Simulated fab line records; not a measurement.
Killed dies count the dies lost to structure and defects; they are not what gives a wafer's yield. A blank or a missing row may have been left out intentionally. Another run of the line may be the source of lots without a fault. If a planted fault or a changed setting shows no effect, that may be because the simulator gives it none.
Chamber matching | flow gf180mcu | 4 sister chambers for GF_V1_CMP_26 on cmp-02
The step polishes, stops on SiO2, t overpolish 15 s, target thk 0 nm. 8 wafers are shown with their chamber, then 8 later ones without.

## WAFERS, EACH WITH ITS CHAMBER
wafer  | chamber | time to endpoint s (s) | motor current A (A)
L293.4 | 2       | 84                     | 10.0
L294.2 | 0       | 78                     | 10.7
L294.3 | 1       | 85                     | 10.6
L294.4 | 2       | 87                     | 9.5
L295.1 | 3       | 78                     | 10.2
L295.4 | 1       | 81                     | 10.0
L295.6 | 3       | 77                     | 10.7
L297.2 | 0       | 75                     | 10.8

## WAFERS MISSING THEIR CHAMBER
wafer  | time to endpoint s (s) | motor current A (A)
L297.3 | 82                     | 10.5
L297.5 | 82                     | 10.0
L300.1 | 77                     | 11.0
L300.2 | 79                     | 10.9
L300.6 | 83                     | 9.4
L306.3 | 84                     | 11.4
L306.4 | 87                     | 10.3
L306.6 | 84                     | 11.5

## WHICH CHAMBER EACH WENT THROUGH
wafer  | from the rows above               | in truth
L297.3 | can't be placed: 1 or 3 or 0      | 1
L297.5 | can't be placed: 1 or 2 or 3      | 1
L300.1 | can't be placed: 0 or 3           | 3
L300.2 | can't be placed: 0 or 3 or 1      | 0
L300.6 | can't be placed: 2 or 1           | 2
L306.3 | can't be placed: 1 or 0 or 3 or 2 | 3
L306.4 | can't be placed: 2 or 1           | 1
L306.6 | can't be placed: 1 or 0 or 3 or 2 | 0
0 of 8 placed correctly. Cannot be placed on the basis of these rows: 8; the candidates contain the true chamber in 8. Placed wrongly: 0.
How it was worked out, from the rows above alone: a wafer's distance from a chamber is the root of the sum, over the readings, of the square of ((its reading less the chamber's mean) divided by the reading's scatter). The wafer belongs to the nearest chamber; if the next one is less than 2 further off, it can't be placed. A chamber's mean is the mean of its shown wafers. The scatter: the root of (the sum of the squares of (reading less its chamber's mean) over the shown wafers, divided by (wafers less chambers)).
